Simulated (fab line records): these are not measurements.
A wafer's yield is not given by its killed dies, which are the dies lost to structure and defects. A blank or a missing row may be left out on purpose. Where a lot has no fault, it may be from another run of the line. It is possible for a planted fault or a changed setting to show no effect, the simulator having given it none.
Which of the tools did it? | flow gf180mcu | Sampling: 24 lots, 72 wafers, 5 of 602 route steps

== WHAT THE GAUGES SHOWED, per wafer ==
GF_SAB_CD_MEAS_09 targets a cd of 420 nm.
lot  | measured     | on        | cd-nm (nm)
L074 | day 15 07:29 | cd-sem-02 | 425.9 423.4 423.8
L075 | day 15 11:07 | cd-sem-01 | 420.5 419.5 419.7
L076 | day 16 01:51 | cd-sem-02 | 415.7 417.4 416.1
L077 | day 16 06:08 | cd-sem-01 | 419.6 417.7 417.7
L078 | day 16 15:56 | cd-sem-01 | 420.1 419.0 421.1
L079 | day 17 02:25 | cd-sem-02 | 418.5 420.5 419.3
L080 | day 17 09:45 | cd-sem-02 | 415.8 418.2 417.4
L081 | day 17 19:07 | cd-sem-01 | 421.6 423.5 423.9
L082 | day 18 05:31 | cd-sem-02 | 422.1 421.8 422.9
L083 | day 18 10:18 | cd-sem-01 | 421.1 421.9 424.1
L084 | day 19 00:22 | cd-sem-01 | 426.6 425.5 424.2
L085 | day 19 04:38 | cd-sem-01 | 423.2 423.1 423.9
L086 | day 19 15:22 | cd-sem-02 | 418.1 416.4 419.7
L087 | day 19 22:09 | cd-sem-01 | 422.4 420.3 422.5
L088 | day 20 06:10 | cd-sem-01 | 418.3 420.1 420.7
L089 | day 20 17:04 | cd-sem-01 | 416.7 418.5 416.8
L090 | day 20 23:01 | cd-sem-01 | 418.9 422.3 422.7
L091 | day 21 06:03 | cd-sem-02 | 417.5 419.7 419.2
L092 | day 21 16:55 | cd-sem-01 | 423.8 426.0 422.3
L093 | day 21 23:22 | cd-sem-01 | 421.2 422.8 422.8
L094 | day 22 08:08 | cd-sem-01 | 423.7 421.9 419.7
L095 | day 22 15:03 | cd-sem-01 | 420.9 418.8 418.9
L096 | day 23 01:21 | cd-sem-02 | 422.2 422.6 419.9
L097 | day 23 06:40 | cd-sem-01 | 415.8 418.0 416.5

GF_M1_RS_MEAS_05: a four-point-probe measurement.
lot  | measured     | on            | M1_ALCU_RS (ohm/sq)
L074 | day 16 08:50 | film-metro-01 | 0.0689 0.0685 0.0696
L075 | day 16 12:04 | film-metro-02 | 0.0691 0.0693 0.0693
L076 | day 17 02:50 | film-metro-01 | 0.0689 0.0699 0.0691
L077 | day 17 07:47 | film-metro-01 | 0.0698 0.0697 0.0697
L078 | day 17 17:23 | film-metro-02 | 0.0685 0.0697 0.0692
L079 | day 18 04:13 | film-metro-01 | 0.0693 0.0697 0.0696
L080 | day 18 12:26 | film-metro-04 | 0.0692 0.0691 0.0691
L081 | day 18 22:39 | film-metro-02 | 0.0698 0.0703 0.0695
L082 | day 19 08:29 | film-metro-04 | 0.0704 0.0707 0.0709
L083 | day 19 13:44 | film-metro-02 | 0.0706 0.0711 0.0705
L084 | day 20 03:59 | film-metro-01 | 0.0694 0.0701 0.0695
L085 | day 20 08:51 | film-metro-04 | 0.0696 0.0702 0.0698
L086 | day 20 18:53 | film-metro-01 | 0.0689 0.0693 0.0690
L087 | day 21 01:46 | film-metro-04 | 0.0703 0.0690 0.0695
L088 | day 21 09:47 | film-metro-01 | 0.0695 0.0687 0.0695
L089 | day 21 20:20 | film-metro-01 | 0.0696 0.0703 0.0697
L090 | day 22 02:11 | film-metro-04 | 0.0685 0.0679 0.0678
L091 | day 22 09:01 | film-metro-02 | 0.0703 0.0704 0.0701
L092 | day 22 20:13 | film-metro-02 | 0.0697 0.0686 0.0695
L093 | day 23 01:45 | film-metro-02 | 0.0687 0.0695 0.0693
L094 | day 23 10:59 | film-metro-01 | 0.0682 0.0689 0.0693
L095 | day 23 17:23 | film-metro-01 | 0.0706 0.0694 0.0701
L096 | day 24 03:29 | film-metro-02 | 0.0707 0.0696 0.0703
L097 | day 24 08:56 | film-metro-02 | 0.0677 0.0682 0.0680

GF_V1_THK_MEAS_03.
lot  | measured     | on            | V1_CVD_02_THK (nm)
L074 | day 17 08:22 | film-metro-01 | 836 852 849
L075 | day 17 11:25 | film-metro-02 | 847 844 850
L076 | day 18 03:11 | film-metro-03 | 845 840 851
L077 | day 18 07:31 | film-metro-01 | 852 849 854
L078 | day 18 18:05 | film-metro-03 | 827 850 841
L079 | day 19 05:41 | film-metro-01 | 830 848 852
L080 | day 19 13:34 | film-metro-03 | 842 856 840
L081 | day 20 00:23 | film-metro-02 | 846 853 853
L082 | day 20 10:02 | film-metro-01 | 832 845 852
L083 | day 20 14:52 | film-metro-03 | 846 869 846
L084 | day 21 05:23 | film-metro-03 | 823 840 842
L085 | day 21 10:08 | film-metro-02 | 844 849 866
L086 | day 21 20:12 | film-metro-03 | 835 833 844
L087 | day 22 02:15 | film-metro-02 | 829 835 847
L088 | day 22 10:07 | film-metro-03 | 841 842 843
L089 | day 22 20:31 | film-metro-02 | 832 852 852
L090 | day 23 02:06 | film-metro-02 | 838 857 847
L091 | day 23 08:41 | film-metro-03 | 851 852 849
L092 | day 23 19:53 | film-metro-02 | 842 839 842
L093 | day 24 01:31 | film-metro-02 | 834 851 860
L094 | day 24 10:19 | film-metro-02 | 849 851 848
L095 | day 24 16:50 | film-metro-03 | 833 866 847
L096 | day 25 02:36 | film-metro-02 | 841 849 876
L097 | day 25 07:12 | film-metro-01 | 842 857 853

== TOOL THAT RAN EACH LOT (tool first, then ch and the chambers of the sampled wafers, then the start) ==
lot  | GF_HV_LDD_STRIP_10                   | GF_SAB_ETCH_11
L074 | plasma-asher-04 ch 0,1, day 10 03:11 | rie-diel-01 ch 0,1,3, day 15 07:37
L075 | plasma-asher-02 ch 0,1, day 10 07:56 | rie-diel-04 ch 0,1,3, day 15 11:16
L076 | plasma-asher-01 ch 0,1, day 10 19:47 | rie-diel-03 ch 0,2,3, day 16 01:56
L077 | plasma-asher-02 ch 0,1, day 10 23:14 | rie-diel-04 ch 0,1,2, day 16 06:16
L078 | plasma-asher-01 ch 0,1, day 11 07:35 | rie-diel-04 ch 0,1,2, day 16 16:05
L079 | plasma-asher-01 ch 0,1, day 11 15:20 | rie-diel-04 ch 1,2,3, day 17 02:34
L080 | plasma-asher-01 ch 0,1, day 11 23:17 | rie-diel-01 ch 0,1,2, day 17 09:55
L081 | plasma-asher-02 ch 0,1, day 12 05:56 | rie-diel-03 ch 0,3, day 17 19:16
L082 | plasma-asher-04 ch 0,1, day 12 15:04 | rie-diel-03 ch 0,3, day 18 05:37
L083 | plasma-asher-01 ch 0,1, day 12 21:11 | rie-diel-01 ch 1,2, day 18 10:28
L084 | plasma-asher-01 ch 0,1, day 13 07:32 | rie-diel-04 ch 0,1,2, day 19 00:31
L085 | plasma-asher-02 ch 0,1, day 13 10:58 | rie-diel-01 ch 1,2,3, day 19 04:46
L086 | plasma-asher-01 ch 0,1, day 13 18:35 | rie-diel-03 ch 0,1,3, day 19 15:31
L087 | plasma-asher-04 ch 0,1, day 14 00:44 | rie-diel-04 ch 0,2,3, day 19 22:19
L088 | plasma-asher-04 ch 0,1, day 14 08:47 | rie-diel-01 ch 0,2,3, day 20 06:19
L089 | plasma-asher-01 ch 0,1, day 14 16:22 | rie-diel-01 ch 0,1,3, day 20 17:10
L090 | plasma-asher-02 ch 0,1, day 14 21:58 | rie-diel-04 ch 0,3, day 20 23:07
L091 | plasma-asher-01 ch 1, day 15 05:26   | rie-diel-04 ch 0,1,3, day 21 06:11
L092 | plasma-asher-04 ch 0, day 15 15:22   | rie-diel-01 ch 1,2, day 21 17:04
L093 | plasma-asher-02 ch 0,1, day 15 20:35 | rie-diel-03 ch 1,2,3, day 21 23:31
L094 | plasma-asher-04 ch 0,1, day 16 05:46 | rie-diel-04 ch 0,2,3, day 22 08:17
L095 | plasma-asher-01 ch 0,1, day 16 11:46 | rie-diel-03 ch 1,3, day 22 15:13
L096 | plasma-asher-01 ch 0,1, day 16 21:38 | rie-diel-03 ch 0,3, day 23 01:31
L097 | plasma-asher-02 ch 0,1, day 17 02:35 | rie-diel-01 ch 0,2,3, day 23 06:47
- GF_HV_LDD_STRIP_10: strips in O2/N2.
- GF_SAB_ETCH_11: etches SiO2 in C4F8/O2/Ar, target depth 55 nm, time 8.5 s.

== AS READ BY THE TOOLS THEMSELVES (means over the sampled wafers that have a number; for cases with no such wafer, the mark the record gives instead) ==
GF_HV_LDD_STRIP_10.
lot  | tool            | drypump-motor-current-A (A) | heater-power-w (W) | oes-product-au (a.u.) | strip-time-to-endpoint-s (s)
L074 | plasma-asher-04 | 5.6                         | 295                | 0.716                 | 12.63
L075 | plasma-asher-02 | 5.6                         | 344                | 0.713                 | 12.60
L076 | plasma-asher-01 | 5.5                         | 305                | 0.711                 | 12.63
L077 | plasma-asher-02 | 5.6                         | 355                | 0.713                 | 12.63
L078 | plasma-asher-01 | 5.5                         | 304                | 0.717                 | 12.63
L079 | plasma-asher-01 | 5.5                         | 300                | 0.715                 | 12.57
L080 | plasma-asher-01 | 5.3                         | 313                | 0.712                 | 12.67
L081 | plasma-asher-02 | 5.6                         | 348                | 0.715                 | 12.65
L082 | plasma-asher-04 | 5.3                         | 307                | 0.717                 | 12.61
L083 | plasma-asher-01 | 5.3                         | 319                | 0.714                 | 12.63
L084 | plasma-asher-01 | 5.5                         | 303                | 0.722                 | 12.62
L085 | plasma-asher-02 | 5.3                         | 349                | 0.714                 | 12.56
L086 | plasma-asher-01 | 5.5                         | 307                | 0.716                 | 12.62
L087 | plasma-asher-04 | 5.4                         | 306                | 0.716                 | 12.65
L088 | plasma-asher-04 | 5.6                         | 297                | 0.714                 | 12.58
L089 | plasma-asher-01 | 5.4                         | 320                | 0.715                 | 12.68
L090 | plasma-asher-02 | 5.3                         | 351                | 0.712                 | 12.60
L091 | plasma-asher-01 | 5.6                         | 292                | 0.719                 | 12.58
L092 | plasma-asher-04 | 5.8                         | 281                | 0.714                 | 12.59
L093 | plasma-asher-02 | 5.6                         | 346                | 0.717                 | 12.67
L094 | plasma-asher-04 | 5.6                         | 295                | 0.714                 | 12.58
L095 | plasma-asher-01 | 5.3                         | 316                | 0.712                 | 12.64
L096 | plasma-asher-01 | 5.3                         | 315                | 0.716                 | 12.62
L097 | plasma-asher-02 | 5.3                         | 357                | 0.716                 | 12.55

GF_SAB_ETCH_11.
lot  | tool        | oes-product-au (a.u.)
L074 | rie-diel-01 | 0.993
L075 | rie-diel-04 | 1.004
L076 | rie-diel-03 | 1.006
L077 | rie-diel-04 | 1.009
L078 | rie-diel-04 | 1.005
L079 | rie-diel-04 | 1.005
L080 | rie-diel-01 | 1.000
L081 | rie-diel-03 | 1.009
L082 | rie-diel-03 | 1.004
L083 | rie-diel-01 | 0.999
L084 | rie-diel-04 | 1.011
L085 | rie-diel-01 | 1.000
L086 | rie-diel-03 | 0.994
L087 | rie-diel-04 | 0.992
L088 | rie-diel-01 | 0.996
L089 | rie-diel-01 | 1.001
L090 | rie-diel-04 | 1.007
L091 | rie-diel-04 | 0.993
L092 | rie-diel-01 | 1.009
L093 | rie-diel-03 | 1.006
L094 | rie-diel-04 | 0.997
L095 | rie-diel-03 | 0.999
L096 | rie-diel-03 | 1.005
L097 | rie-diel-01 | 0.995

== THE ANSWER, worked out from the rows above alone ==
Rule: the lots themselves supply what counts as usual. The widest of any qualifying gaps counts: lots, ordered by their means at a reading, are off when they make up no more than a third of the lots, leave a main group of 4 or more, and stand apart from it by 3 or more times the standard deviation of that group's means. A main group whose means are all the same, to the digits that the tables above print for the reading, isn't used. Also off: a lot with no number at a reading for which 4 or more lots have one. Any other lot the step has rows for is counted as sound. Order of review: gauges by route order, followed by the tools' own readings, for which a lot's mean as printed above is used. At the first step where some lot is off, the reading lying furthest off is the one used; lots without a number count as furthest.
None of the lots is off at any reading shown; this tells nothing.

== WHAT THE SIMULATOR HAD INSERTED ==
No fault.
